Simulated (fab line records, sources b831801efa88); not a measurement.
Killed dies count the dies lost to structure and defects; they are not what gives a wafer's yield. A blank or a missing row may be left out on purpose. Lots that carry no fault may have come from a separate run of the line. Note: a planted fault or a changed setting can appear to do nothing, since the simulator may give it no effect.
Matching of chambers || flow gf180mcu || GF_V3_CVD_02 on pecvd-02: 3 sister chambers
The step deposits SiO2 from TEOS, target thk 850 nm, time 94.851 s. 3 wafers are shown with their chamber, then 8 later ones without.

== WAFERS, EACH WITH ITS CHAMBER ==
{"wafer": "L083.6", "chamber": 1, "heaterPowerW (W)": 772}
{"wafer": "L089.4", "chamber": 2, "heaterPowerW (W)": 701}
{"wafer": "L091.2", "chamber": 0, "heaterPowerW (W)": 734}

== WAFERS WHOSE CHAMBER IS MISSING ==
{"wafer": "L091.4", "heaterPowerW (W)": 689}
{"wafer": "L091.6", "heaterPowerW (W)": 606}
{"wafer": "L094.2", "heaterPowerW (W)": 657}
{"wafer": "L094.5", "heaterPowerW (W)": 558}
{"wafer": "L094.6", "heaterPowerW (W)": 687}
{"wafer": "L097.1", "heaterPowerW (W)": 666}
{"wafer": "L097.3", "heaterPowerW (W)": 659}
{"wafer": "L097.4", "heaterPowerW (W)": 680}

== CHAMBER TAKEN BY EACH ==
{"wafer": "L091.4", "from the rows above": "can't be placed: 2 or 0 or 1", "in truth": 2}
{"wafer": "L091.6", "from the rows above": "can't be placed: 2 or 0 or 1", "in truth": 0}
{"wafer": "L094.2", "from the rows above": "can't be placed: 2 or 0 or 1", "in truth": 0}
{"wafer": "L094.5", "from the rows above": "can't be placed: 2 or 0 or 1", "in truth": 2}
{"wafer": "L094.6", "from the rows above": "can't be placed: 2 or 0 or 1", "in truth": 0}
{"wafer": "L097.1", "from the rows above": "can't be placed: 2 or 0 or 1", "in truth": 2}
{"wafer": "L097.3", "from the rows above": "can't be placed: 2 or 0 or 1", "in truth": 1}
{"wafer": "L097.4", "from the rows above": "can't be placed: 2 or 0 or 1", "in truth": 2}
Correctly placed: 0 of 8. From these rows, 8 cannot be placed; in 8 the true chamber is one of the candidates. 0 placed wrongly.
How it was worked out, from the rows above alone: a wafer's distance from a chamber is the root of the sum, over the readings, of the square of ((its reading less the chamber's mean) divided by the reading's scatter). The wafer belongs to the nearest chamber; if the next one is less than 2 further off, it can't be placed. For every chamber, the mean is computed from those of its wafers that are shown. The scatter (one wafer shown for each chamber): square how far every hidden wafer sits from the nearest shown wafer, average those squares and take the square root.
